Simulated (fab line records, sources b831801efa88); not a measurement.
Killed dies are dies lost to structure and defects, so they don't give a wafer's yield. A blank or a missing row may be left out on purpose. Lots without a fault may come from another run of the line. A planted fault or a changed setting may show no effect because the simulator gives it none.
A struck lot beside a sound one | flow sky130 | 15 steps out of a route of 708
Sound: wafers L841.2, L841.3, L841.4. Struck: wafers L840.2, L840.3, L840.5. The cause comes at the end.
At each step with rows: each side's tool, then ch and its chambers, then its first start. Under that, the readings that differ: sound wafers | struck wafers | difference of the means | sigmas: that difference in standard deviations of wafers without a fault.
alike: readings whose means differ by less than 2 such deviations, and words and numbers that are the same on both sides. not compared: withheld readings, readings that some wafer has no value for, bounds like >300 that may hide the same value, and numbers for which the record gives no deviation and whose values overlap.
The two part at a step that has a row with sigmas, a row that says differs or no value, or rows on one side only. Numbers that don't overlap but have no deviation are shown without sigmas and don't part them. A reading that every wafer of one side lacks parts them only if that side has two wafers or more.

first, 7 steps without rows for these wafers: SKY_PASSIVATION_DEHYDRATE_04 (time 60 s); SKY_PASSIVATION_HMDS_05 (prime time 60 s); SKY_PASSIVATION_COAT_06 (resist thk 3000 nm); SKY_PASSIVATION_SOFTBAKE_07; SKY_PASSIVATION_EXPOSE_08 (exposes mask NSM, target cd 3000 nm); SKY_PASSIVATION_PEB_09; SKY_PASSIVATION_DEVELOP_10 (develop time 60 s).
SKY_PASSIVATION_ETCH_11: etches the open film in CF4/O2, stops on AlCu, target depth 725 nm, time 161.1 s.
  sound on rie_diel-04 ch 0,1,3, day 48 22:26; struck on rie_diel-02 ch 0,2, day 48 22:05
  alike: drypump_motor_current_A, oes_product_au, throttle_valve_pct
  not compared: rf_hours_counter_h
SKY_PASSIVATION_STRIP_12: strips in O2/N2.
  sound on plasma_asher-02 ch 0,1, day 48 22:32; struck on plasma_asher-03 ch 0,1, day 48 22:11
  alike: drypump_motor_current_A, oes_product_au, strip_time_to_endpoint_s
  not compared: rf_hours_counter_h
then, 3 steps without rows for these wafers: SKY_PAD_OPEN_DEHYDRATE_00 (time 60 s); SKY_PAD_OPEN_HMDS_01 (prime time 60 s); SKY_PAD_OPEN_COAT_02 (resist thk 3000 nm).
SKY_PAD_OPEN_SOFTBAKE_03:
  sound on litho_track-02 ch 0, day 49 07:19; struck on litho_track-04 ch 0, day 49 06:31
  reading                  | sound                | struck               | difference | sigmas
  heater_power_total_W (W) | 65.42 65.41 65.34    | 64.03 63.98 64.02    | -1.38      | -10
  plate_temp_C (C)         | 109.96 110.08 110.03 | 108.47 108.29 108.40 | -1.64      | -13
  alike: exhaust_pa, resist_line_temp_C
then, 1 step without rows for these wafers: SKY_PAD_OPEN_EXPOSE_04 (exposes mask PDM, target cd 60000 nm).
SKY_PAD_OPEN_PROBE_99:
  sound on prober-01, day 49 18:33; struck on prober-02, day 49 17:40
  alike: defect_limited_yield, killed_at_M0_to_M3, killed_at_M4_up, killed_at_contacts, killed_at_front_end, killed_at_other, killed_dies, killed_open, killed_short, sort_bin_3_pad_short, sort_bin_5_function, sort_bin_6_memory, sort_n_pass, sort_yield_pct

WHERE THEY PART
Only at SKY_PAD_OPEN_SOFTBAKE_03, within this record. Later steps at which nothing parts them and some readings are alike: SKY_PAD_OPEN_PROBE_99.

WHY: what the simulator had put in
Process parameter drift: litho_track-04, from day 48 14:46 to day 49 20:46, at SKY_PAD_OPEN_SOFTBAKE_03. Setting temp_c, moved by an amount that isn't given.
